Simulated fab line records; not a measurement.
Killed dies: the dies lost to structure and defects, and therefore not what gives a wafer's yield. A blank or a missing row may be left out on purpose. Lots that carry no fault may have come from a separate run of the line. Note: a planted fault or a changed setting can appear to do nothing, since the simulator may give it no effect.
fab line records	flow sky130
record: lots: 24	wafers: 72	last-day: 51
route steps=708 shown LDD_N@254 SD_N@354 LI_CONTACT@375
lots untouched by any fault: they come from a run of this same line in which no faults occurred
start-h: the number of hours between the record's first day and the start of the first shown wafer of the lot	wait-h: time in hours since the lot's previous step	" unchanged from the row above	L1.1+2: a single row standing in for several wafers	- either no value or no given start	* or withheld: withheld	< > ~ a bound
route shown NAME@n: names a module that has steps shown in the file, with the first one's number in the route	usual: mean and standard deviation over wafers with no fault	same: alike in all rows	chamber/n: place in a boat	sites: each site's reading	_std_site: how widely they spread, as a standard deviation	_edge_site: outer sites' mean less inner sites'	radius-mm: how far each site lies from the wafer's centre	mask NAME#n: copy n	behind: tool/chamber where the wafer was last shaped	hold: reason for holding the lot/hours on hold/outcome of the hold	device: whichever transistor did not switch (one of n, p or np)	end of line: the route-end tests of the same wafers	a step given without rows: its recipe and nothing more	killed: at the first sort, the dies lost to defects and structure; wafer yield is something else	map: a wafer's dies, marking killed ones x, the rest . and places with no die _
set.NAME: the setting as run; set.NAME@STEP: as run at that earlier step	model.NAME: the simulator's own value behind a step, which no gauge read
a sample of lots followed through the steps of the route, with each step as a table and each wafer as a row
services: from which hour (start-h, from the record's first day; less than 0 if before it) a tool's chamber was out of use, for how many hours, and why
== steps ==
step: SKY_LDD_N_TW_MEAS_17
usual: LDD_N_TW: 2597/11
lot.wafer	tool	chamber	start-h	wait-h	LDD_N_TW
L074.1	film-metro-04	-	403.87	0.1	2587
L074.3	"	-	"	"	2580
L074.5	"	-	"	"	2601
L075.1	film-metro-01	-	414.95	0.1	2595
L075.2	"	-	"	"	2595
L075.4	"	-	"	"	2598
L077.3	film-metro-02	-	426.24	0.1	2605
L077.5	"	-	"	"	2583
L077.6	"	-	"	"	2586
L076.2	film-metro-01	-	426.38	0.1	2590
L076.5	"	-	"	"	2603
L076.6	"	-	"	"	2593
L079.1	film-metro-02	-	435.57	0.1	2597
L079.3	"	-	"	"	2594
L079.5	"	-	"	"	2597
L078.4	film-metro-01	-	444.65	0.1	2575
L078.5	"	-	"	"	2563
L078.6	"	-	"	"	2581
L080.1	film-metro-02	-	456.02	0.1	2606
L080.4	"	-	"	"	2591
L080.6	"	-	"	"	2599
L081.1	film-metro-02	-	468.92	0.1	2594
L081.3	"	-	"	"	2578
L081.6	"	-	"	"	2604
L082.2	film-metro-04	-	491.78	0.1	2609
L082.3	"	-	"	"	2598
L082.4	"	-	"	"	2602
L083.1	film-metro-04	-	493.07	0.1	2598
L083.4	"	-	"	"	2598
L083.6	"	-	"	"	2597
L084.4	film-metro-04	-	504.05	0.1	2593
L084.5	"	-	"	"	2593
L084.6	"	-	"	"	2613
L087.2	film-metro-02	-	616.73	0.1	2579
L087.5	"	-	"	"	2592
L087.6	"	-	"	"	2596
L089.1	film-metro-04	-	616.92	0.1	2605
L089.4	"	-	"	"	2594
L089.5	"	-	"	"	2601
L086.1	film-metro-02	-	617.22	0.1	2596
L086.2	"	-	"	"	2606
L086.3	"	-	"	"	2592
L093.1	film-metro-02	-	617.92	0.1	2595
L093.2	"	-	"	"	2592
L093.6	"	-	"	"	2594
L088.3	film-metro-01	-	618.44	0.1	2618
L088.4	"	-	"	"	2597
L088.6	"	-	"	"	2607
L085.2	film-metro-02	-	619.13	0.1	2593
L085.4	"	-	"	"	2594
L085.6	"	-	"	"	2584
L095.1	film-metro-02	-	619.62	0.1	2585
L095.2	"	-	"	"	2592
L095.5	"	-	"	"	2594
L090.1	film-metro-04	-	620.32	0.1	2610
L090.5	"	-	"	"	2596
L090.6	"	-	"	"	2595
L091.4	film-metro-04	-	620.85	0.1	2600
L091.5	"	-	"	"	2618
L091.6	"	-	"	"	2613
L094.2	film-metro-01	-	622.03	0.1	2609
L094.3	"	-	"	"	2597
L094.5	"	-	"	"	2595
L096.2	film-metro-01	-	622.73	0.1	2607
L096.4	"	-	"	"	2612
L096.5	"	-	"	"	2612
L097.1	film-metro-01	-	623.22	0.1	2606
L097.2	"	-	"	"	2598
L097.6	"	-	"	"	2602
L092.3	film-metro-04	-	624.42	0.1	2602
L092.4	"	-	"	"	2609
L092.5	"	-	"	"	2596
step: SKY_SD_N_TW_MEAS_12
usual: SD_N_TW: 3974/43
lot.wafer	tool	chamber	start-h	wait-h	SD_N_TW
L075.1	film-metro-04	-	675.10	0.1	4052
L075.2	"	-	"	"	4031
L075.4	"	-	"	"	4029
L074.1	film-metro-02	-	675.44	0.1	3969
L074.3	"	-	"	"	3960
L074.5	"	-	"	"	3967
L079.1	film-metro-03	-	676.29	0.1	3945
L079.3	"	-	"	"	3949
L079.5	"	-	"	"	3949
L077.3	film-metro-02	-	676.61	0.1	3991
L077.5	"	-	"	"	3993
L077.6	"	-	"	"	3988
L076.2	film-metro-04	-	676.94	0.1	4032
L076.5	"	-	"	"	4041
L076.6	"	-	"	"	4053
L078.4	film-metro-02	-	677.32	0.2	3979
L078.5	"	-	"	"	3972
L078.6	"	-	"	"	3996
L080.1	film-metro-04	-	677.79	0.1	4031
L080.4	"	-	"	"	4037
L080.6	"	-	"	"	4004
L081.1	film-metro-02	-	683.69	0.1	4000
L081.3	"	-	"	"	3983
L081.6	"	-	"	"	3981
L082.2	film-metro-04	-	711.00	0.1	4032
L082.3	"	-	"	"	4035
L082.4	"	-	"	"	4028
L083.1	film-metro-03	-	713.89	0.1	3916
L083.4	"	-	"	"	3922
L083.6	"	-	"	"	3908
L084.4	film-metro-02	-	722.02	0.1	3991
L084.5	"	-	"	"	3987
L084.6	"	-	"	"	4019
L086.1	film-metro-04	-	836.14	0.1	3990
L086.2	"	-	"	"	4004
L086.3	"	-	"	"	3994
L087.2	film-metro-03	-	837.45	0.1	3936
L087.5	"	-	"	"	3919
L087.6	"	-	"	"	3929
L089.1	film-metro-03	-	837.74	0.1	3926
L089.4	"	-	"	"	3900
L089.5	"	-	"	"	3914
L093.1	film-metro-04	-	837.85	0.1	3989
L093.2	"	-	"	"	3982
L093.6	"	-	"	"	3969
L088.3	film-metro-02	-	838.76	0.1	3983
L088.4	"	-	"	"	4008
L088.6	"	-	"	"	3996
L085.2	film-metro-04	-	839.85	0.1	3967
L085.4	"	-	"	"	4013
L085.6	"	-	"	"	3984
L095.1	film-metro-03	-	840.39	0.1	3915
L095.2	"	-	"	"	3901
L095.5	"	-	"	"	3926
L091.4	film-metro-04	-	841.07	0.1	3967
L091.5	"	-	"	"	3977
L091.6	"	-	"	"	3968
L090.1	film-metro-03	-	841.94	0.1	3929
L090.5	"	-	"	"	3930
L090.6	"	-	"	"	3916
L094.2	film-metro-03	-	842.45	0.1	3900
L094.3	"	-	"	"	3903
L094.5	"	-	"	"	3933
L096.2	film-metro-04	-	843.35	0.1	3955
L096.4	"	-	"	"	3972
L096.5	"	-	"	"	3956
L097.1	film-metro-02	-	843.54	0.1	4025
L097.2	"	-	"	"	3995
L097.6	"	-	"	"	4027
L092.3	film-metro-03	-	846.71	0.1	3919
L092.4	"	-	"	"	3918
L092.5	"	-	"	"	3927
step: SKY_LI_CONTACT_OVL_MEAS_13
usual: LI_CONTACT_OVL: -1/5.1
lot.wafer	tool	chamber	start-h	wait-h	LI_CONTACT_OVL[nm]
L075.1	overlay-02	-	704.40	0.1	-5
L075.2	"	-	"	"	-1
L075.4	"	-	"	"	-7
L074.1	overlay-02	-	704.75	0.1	0
L074.3	"	-	"	"	-6
L074.5	"	-	"	"	-6
L079.1	overlay-02	-	705.70	0.1	9
L079.3	"	-	"	"	-2
L079.5	"	-	"	"	3
L077.3	overlay-01	-	706.17	0.1	2
L077.5	"	-	"	"	8
L077.6	"	-	"	"	-4
L076.2	overlay-02	-	706.66	0.1	-6
L076.5	"	-	"	"	3
L076.6	"	-	"	"	1
L078.4	overlay-02	-	707.17	0.1	2
L078.5	"	-	"	"	5
L078.6	"	-	"	"	-2
L080.1	overlay-01	-	707.20	0.1	-1
L080.4	"	-	"	"	0
L080.6	"	-	"	"	-6
L081.1	overlay-01	-	712.25	0.1	-13
L081.3	"	-	"	"	-11
L081.6	"	-	"	"	-3
L082.2	overlay-01	-	740.11	0.1	4
L082.3	"	-	"	"	6
L082.4	"	-	"	"	1
L083.1	overlay-01	-	742.20	0.1	5
L083.4	"	-	"	"	-9
L083.6	"	-	"	"	-3
L084.4	overlay-01	-	750.97	0.1	-5
L084.5	"	-	"	"	0
L084.6	"	-	"	"	1
L086.1	overlay-02	-	863.96	0.1	0
L086.2	"	-	"	"	2
L086.3	"	-	"	"	1
L087.2	overlay-02	-	865.26	0.1	4
L087.5	"	-	"	"	13
L087.6	"	-	"	"	2
L089.1	overlay-01	-	865.41	0.1	1
L089.4	"	-	"	"	-2
L089.5	"	-	"	"	-6
L093.1	overlay-02	-	865.60	0.1	-5
L093.2	"	-	"	"	-1
L093.6	"	-	"	"	7
L088.3	overlay-02	-	865.96	0.1	-11
L088.4	"	-	"	"	-3
L088.6	"	-	"	"	-10
L085.2	overlay-02	-	867.26	0.1	-3
L085.4	"	-	"	"	1
L085.6	"	-	"	"	4
L095.1	overlay-02	-	867.96	0.1	4
L095.2	"	-	"	"	-1
L095.5	"	-	"	"	4
L091.4	overlay-02	-	868.22	0.1	-12
L091.5	"	-	"	"	-6
L091.6	"	-	"	"	-5
L090.1	overlay-02	-	869.15	0.1	-6
L090.5	"	-	"	"	-1
L090.6	"	-	"	"	-3
L094.2	overlay-01	-	870.01	0.1	1
L094.3	"	-	"	"	5
L094.5	"	-	"	"	-2
L096.2	overlay-01	-	870.86	0.1	5
L096.4	"	-	"	"	5
L096.5	"	-	"	"	-2
L097.1	overlay-01	-	871.21	0.1	-3
L097.2	"	-	"	"	-4
L097.6	"	-	"	"	-9
L092.3	overlay-02	-	873.68	0.1	-4
L092.4	"	-	"	"	-3
L092.5	"	-	"	"	4
step: SKY_LI_CONTACT_ETCH_14
recipe: chemistry: N2/H2	target: BARC	ion-energy-ev: 200	source-w: 500	bias-w: 100	pressure-mtorr: 30	n2-flow-sccm: 100	h2-flow-sccm: 200	stop-on: SiO2	time-s: 45.9	target-depth-a: 600
usual: drypump-motor-current-A: 5.9/0.44	oes-product-au: 0.855/0.0043	throttle-valve-pct: 13.224/0.009
lot.wafer	tool	chamber	start-h	wait-h	drypump-motor-current-A	oes-product-au	rf-hours-counter-h	throttle-valve-pct
L075.1	rie-diel-04	1	704.44	0.0	5.7	0.860	2	13.234
L075.2	"	0	"	"	5.5	0.850	8	13.227
L075.4	"	3	"	"	6.0	0.852	9	13.225
L074.1	rie-diel-01	1	704.79	0.0	5.6	0.861	14	13.214
L074.3	"	3	"	"	5.5	0.856	1	13.229
L074.5	"	3	"	"	5.5	0.854	-	13.219
L079.1	rie-diel-04	3	705.74	0.0	6.0	0.859	9	13.231
L079.3	"	2	"	"	5.8	0.851	13	13.226
L079.5	"	0	"	"	5.5	0.862	-	13.223
L077.3	rie-diel-02	2	706.19	0.0	5.2	0.857	12	13.220
L077.5	"	0	"	"	6.5	0.862	-	13.228
L077.6	"	1	"	"	5.7	0.861	-	13.216
L076.2	rie-diel-01	0	706.69	0.0	6.5	0.850	7	13.217
L076.5	"	3	"	"	5.5	0.857	-	13.220
L076.6	"	0	"	"	6.5	0.854	-	13.204
L078.4	rie-diel-02	1	707.19	0.0	5.6	0.844	9	13.227
L078.5	"	0	"	"	6.5	0.853	-	13.223
L078.6	"	1	"	"	5.6	0.850	-	13.231
L080.1	rie-diel-01	1	707.23	0.0	5.6	0.858	14	13.218
L080.4	"	0	"	"	6.4	0.854	7	13.221
L080.6	"	2	"	"	6.4	0.855	-	13.217
L081.1	rie-diel-02	3	712.28	0.0	5.6	0.854	42	13.226
L081.3	"	0	"	"	6.5	0.859	6	13.222
L081.6	"	1	"	"	5.6	0.855	-	13.227
L082.2	rie-diel-02	1	740.14	0.0	5.6	0.853	10	13.230
L082.3	"	2	"	"	5.2	0.853	12	13.221
L082.4	"	3	"	"	5.6	0.855	42	13.230
L083.1	rie-diel-01	3	742.23	0.0	5.5	0.861	3	13.216
L083.4	"	3	"	"	5.5	0.861	-	13.236
L083.6	"	1	"	"	5.7	0.851	-	13.224
L084.4	rie-diel-02	0	750.99	0.0	6.5	0.851	7	13.220
L084.5	"	0	"	"	6.5	0.869	-	13.214
L084.6	"	1	"	"	5.6	0.852	-	13.223
L086.1	rie-diel-02	3	863.99	0.0	5.6	0.864	3	13.235
L086.2	"	0	"	"	6.5	0.859	11	13.219
L086.3	"	2	"	"	5.2	0.853	16	13.216
L087.2	rie-diel-01	0	865.29	0.0	6.5	0.851	11	13.229
L087.5	"	1	"	"	5.6	0.847	-	13.231
L087.6	"	2	"	"	6.4	0.857	-	13.219
L089.1	rie-diel-04	2	865.44	0.0	5.8	0.851	18	13.225
L089.4	"	3	"	"	6.0	0.852	14	13.249
L089.5	"	1	"	"	5.7	0.856	-	13.218
L093.1	rie-diel-02	3	865.64	0.0	5.6	0.849	3	13.236
L093.2	"	0	"	"	6.5	0.857	11	13.224
L093.6	"	0	"	"	6.5	0.858	-	13.216
L088.3	rie-diel-01	3	865.99	0.0	5.5	0.849	5	13.237
L088.4	"	1	"	"	5.6	0.851	17	13.217
L088.6	"	1	"	"	5.6	0.859	-	13.237
L085.2	rie-diel-02	3	867.29	0.0	5.6	0.851	3	13.215
L085.4	"	2	"	"	5.2	0.857	17	13.221
L085.6	"	0	"	"	6.5	0.852	-	13.205
L095.1	rie-diel-04	2	867.99	0.0	5.7	0.861	18	13.228
L095.2	"	1	"	"	5.7	0.854	8	13.221
L095.5	"	2	"	"	5.8	0.858	-	13.225
L091.4	rie-diel-01	0	868.24	0.0	6.4	0.861	11	13.213
L091.5	"	3	"	"	5.5	0.855	-	13.210
L091.6	"	2	"	"	6.4	0.857	-	13.228
L090.1	rie-diel-01	1	869.19	0.0	5.6	0.849	17	13.227
L090.5	"	3	"	"	5.5	0.852	-	13.221
L090.6	"	2	"	"	6.4	0.848	-	13.224
L094.2	rie-diel-02	0	870.04	0.0	6.5	0.851	12	13.237
L094.3	"	3	"	"	5.6	0.855	3	13.211
L094.5	"	2	"	"	5.2	0.857	-	13.222
L096.2	rie-diel-01	2	870.89	0.0	6.3	0.858	5	13.215
L096.4	"	3	"	"	5.5	0.858	5	13.211
L096.5	"	1	"	"	5.6	0.862	-	13.210
L097.1	rie-diel-02	3	871.24	0.0	5.6	0.857	3	13.211
L097.2	"	0	"	"	6.5	0.854	12	13.223
L097.6	"	0	"	"	6.5	0.857	-	13.219
L092.3	rie-diel-02	3	873.71	0.0	5.6	0.860	3	13.230
L092.4	"	2	"	"	5.2	0.852	17	13.223
L092.5	"	0	"	"	6.5	0.853	-	13.218
step: SKY_LI_CONTACT_STRIP_16
recipe: chemistry: O2/N2	power-w: 1400	pressure-mtorr: 1500	platen-temp-c: withheld	o2-flow-sccm: 3000	n2-flow-sccm: 300	overash-fraction: 0.5
usual: drypump-motor-current-A: 5.62/0.19	oes-product-au: 0.376/0.005	strip-time-to-endpoint-s: 3.50/0.037
lot.wafer	tool	chamber	start-h	wait-h	drypump-motor-current-A	oes-product-au	rf-hours-counter-h	strip-time-to-endpoint-s
L075.1	plasma-asher-04	1	704.57	-	5.64	0.378	101	3.50
L075.2	"	0	"	"	5.74	0.369	101	3.52
L075.4	"	0	"	"	5.76	0.376	-	3.49
L074.1	plasma-asher-03	0	704.92	-	5.93	0.377	86	3.49
L074.3	"	1	"	"	5.51	0.376	-	3.55
L074.5	"	0	"	"	5.92	0.381	-	3.56
L079.1	plasma-asher-02	1	705.87	-	5.33	0.368	28	3.49
L079.3	"	0	"	"	5.59	0.371	-	3.49
L079.5	"	0	"	"	5.59	0.373	-	3.50
L077.3	plasma-asher-04	0	706.35	-	5.75	0.378	-	3.51
L077.5	"	1	"	"	5.62	0.369	-	3.49
L077.6	"	0	"	"	5.74	0.374	-	3.42
L076.2	plasma-asher-03	0	706.82	-	5.93	0.376	86	3.54
L076.5	"	0	"	"	5.92	0.383	-	3.56
L076.6	"	1	"	"	5.47	0.378	-	3.52
L078.4	plasma-asher-02	1	707.35	-	5.31	0.376	-	3.42
L078.5	"	1	"	"	5.31	0.377	-	3.47
L078.6	"	0	"	"	5.61	0.375	-	3.43
L080.1	plasma-asher-04	0	707.36	-	5.74	0.375	101	3.46
L080.4	"	1	"	"	5.67	0.377	-	3.49
L080.6	"	0	"	"	5.73	0.379	-	3.52
L081.1	plasma-asher-02	1	712.41	-	5.32	0.376	29	3.50
L081.3	"	1	"	"	5.31	0.375	-	3.50
L081.6	"	0	"	"	5.61	0.371	-	3.44
L082.2	plasma-asher-03	1	740.27	-	5.42	0.378	90	3.44
L082.3	"	1	"	"	5.50	0.376	-	3.49
L082.4	"	0	"	"	5.94	0.374	-	3.50
L083.1	plasma-asher-03	1	742.36	-	5.49	0.376	91	3.53
L083.4	"	0	"	"	5.93	0.383	-	3.53
L083.6	"	1	"	"	5.50	0.383	-	3.47
L084.4	plasma-asher-04	1	751.15	-	5.61	0.381	-	3.44
L084.5	"	0	"	"	5.74	0.380	-	3.49
L084.6	"	1	"	"	5.61	0.372	-	3.42
L086.1	plasma-asher-02	0	864.12	-	5.61	0.368	45	3.46
L086.2	"	1	"	"	5.33	0.384	45	3.51
L086.3	"	0	"	"	5.61	0.372	-	3.51
L087.2	plasma-asher-02	0	865.41	-	5.57	0.389	45	3.49
L087.5	"	1	"	"	5.33	0.376	-	3.45
L087.6	"	0	"	"	5.58	0.373	-	3.55
L089.1	plasma-asher-04	1	865.57	-	5.64	0.380	10	3.55
L089.4	"	0	"	"	5.71	0.367	-	3.47
L089.5	"	0	"	"	5.71	0.370	-	3.52
L093.1	plasma-asher-03	1	865.76	-	5.51	0.373	104	3.48
L093.2	"	0	"	"	5.92	0.376	104	3.53
L093.6	"	0	"	"	5.92	0.381	-	3.50
L088.3	plasma-asher-02	0	866.15	-	5.58	0.372	-	3.53
L088.4	"	1	"	"	5.30	0.374	-	3.49
L088.6	"	1	"	"	5.31	0.371	-	3.47
L085.2	plasma-asher-03	0	867.41	-	5.93	0.382	104	3.50
L085.4	"	0	"	"	5.92	0.379	-	3.54
L085.6	"	0	"	"	5.93	0.381	-	3.48
L095.1	plasma-asher-02	0	868.12	-	5.60	0.374	45	3.53
L095.2	"	1	"	"	5.32	0.376	45	3.49
L095.5	"	1	"	"	5.32	0.378	-	3.53
L091.4	plasma-asher-04	0	868.40	-	5.72	0.377	-	3.44
L091.5	"	0	"	"	5.74	0.376	-	3.53
L091.6	"	1	"	"	5.65	0.377	-	3.50
L090.1	plasma-asher-03	1	869.31	-	5.49	0.373	105	3.52
L090.5	"	1	"	"	5.52	0.383	-	3.54
L090.6	"	0	"	"	5.92	0.383	-	3.56
L094.2	plasma-asher-04	0	870.17	-	5.74	0.364	10	3.46
L094.3	"	1	"	"	5.63	0.372	-	3.49
L094.5	"	0	"	"	5.74	0.376	-	3.50
L096.2	plasma-asher-04	0	871.02	-	5.75	0.374	10	3.50
L096.4	"	1	"	"	5.63	0.379	-	3.55
L096.5	"	0	"	"	5.73	0.371	-	3.50
L097.1	plasma-asher-04	0	871.37	-	5.73	0.378	11	3.50
L097.2	"	1	"	"	5.64	0.380	11	3.46
L097.6	"	0	"	"	5.75	0.373	-	3.44
L092.3	plasma-asher-02	0	873.87	-	5.61	0.375	-	3.49
L092.4	"	1	"	"	5.33	0.385	-	3.47
L092.5	"	1	"	"	5.32	0.372	-	3.46
step: SKY_LI_CONTACT_CVD_21
recipe: material: W	target-thk-nm: 400	time-s: 120.56	temp-c: 400	pressure-torr: 40
usual: heater-power-w: 828/56
lot.wafer	tool	chamber	start-h	wait-h	heater-power-w
L075.1	cvd-w-01	1	705.00	0.0	791
L075.2	"	0	"	"	891
L075.4	"	0	"	"	903
L074.1	cvd-w-01	1	705.35	0.0	811
L074.3	"	1	"	"	809
L074.5	"	1	"	"	812
L079.1	cvd-w-02	1	706.30	0.0	848
L079.3	"	0	"	"	757
L079.5	"	1	"	"	872
L077.3	cvd-w-01	1	706.79	0.1	774
L077.5	"	0	"	"	898
L077.6	"	1	"	"	782
L076.2	cvd-w-02	0	707.25	0.0	746
L076.5	"	1	"	"	862
L076.6	"	0	"	"	752
L078.4	cvd-w-01	1	707.79	0.1	786
L078.5	"	1	"	"	793
L078.6	"	0	"	"	896
L080.1	cvd-w-02	0	707.79	0.0	746
L080.4	"	0	"	"	745
L080.6	"	1	"	"	859
L081.1	cvd-w-02	1	712.84	0.0	866
L081.3	"	1	"	"	834
L081.6	"	1	"	"	865
L082.2	cvd-w-01	1	740.70	0.0	780
L082.3	"	1	"	"	811
L082.4	"	0	"	"	896
L083.1	cvd-w-01	0	742.79	0.0	883
L083.4	"	0	"	"	884
L083.6	"	0	"	"	888
L084.4	cvd-w-02	0	751.59	0.1	740
L084.5	"	0	"	"	745
L084.6	"	1	"	"	857
L086.1	cvd-w-01	0	864.55	0.0	919
L086.2	"	1	"	"	791
L086.3	"	1	"	"	806
L087.2	cvd-w-02	0	865.85	0.0	758
L087.5	"	1	"	"	850
L087.6	"	0	"	"	768
L089.1	cvd-w-02	1	866.00	0.0	849
L089.4	"	0	"	"	731
L089.5	"	0	"	"	759
L093.1	cvd-w-01	1	866.20	0.0	799
L093.2	"	0	"	"	903
L093.6	"	1	"	"	797
L088.3	cvd-w-02	0	866.59	0.1	768
L088.4	"	1	"	"	884
L088.6	"	0	"	"	735
L085.2	cvd-w-02	0	867.85	0.0	760
L085.4	"	1	"	"	875
L085.6	"	0	"	"	755
L095.1	cvd-w-01	1	868.55	0.0	807
L095.2	"	0	"	"	894
L095.5	"	0	"	"	893
L091.4	cvd-w-02	1	868.84	0.1	858
L091.5	"	0	"	"	747
L091.6	"	1	"	"	852
L090.1	cvd-w-02	1	869.76	0.0	843
L090.5	"	1	"	"	875
L090.6	"	0	"	"	759
L094.2	cvd-w-01	0	870.60	0.0	874
L094.3	"	0	"	"	896
L094.5	"	0	"	"	914
L096.2	cvd-w-01	0	871.45	0.0	915
L096.4	"	1	"	"	790
L096.5	"	0	"	"	882
L097.1	cvd-w-01	0	871.80	0.0	888
L097.2	"	1	"	"	804
L097.6	"	1	"	"	800
L092.3	cvd-w-01	1	874.35	0.1	783
L092.4	"	0	"	"	881
L092.5	"	1	"	"	796
== services ==
tool	chamber	start-h	hours	kind
plasma-asher-04	-	688.38	8.4	repair
rie-diel-02	-	713.73	0.7	repair
rie-diel-04	1	714.16	3.1	repair
rie-diel-04	1	721.78	9.3	repair
plasma-asher-04	-	733.75	9.0	pm
plasma-asher-04	0	733.75	9.0	vent-cycle
plasma-asher-04	1	733.75	9.0	vent-cycle
rie-diel-01	0	740.75	9.9	repair
plasma-asher-04	0	742.75	-	clean
plasma-asher-04	1	742.75	-	clean
plasma-asher-02	-	745.76	2.8	pm
plasma-asher-02	-	748.51	4.3	pm
rie-diel-02	3	755.36	-	clean
rie-diel-02	3	755.36	20.9	scheduled-down
rie-diel-02	3	755.36	20.9	vent-cycle
cvd-w-02	-	767.91	2.6	repair
cvd-w-02	1	788.54	17.1	repair
rie-diel-02	1	819.21	2.2	repair
cvd-w-01	-	832.60	6.0	pm
plasma-asher-04	-	839.61	5.1	repair
plasma-asher-03	-	841.60	0.3	repair
cvd-w-02	-	855.35	2.8	pm
plasma-asher-02	-	858.77	1.3	repair
== key ==
fault none
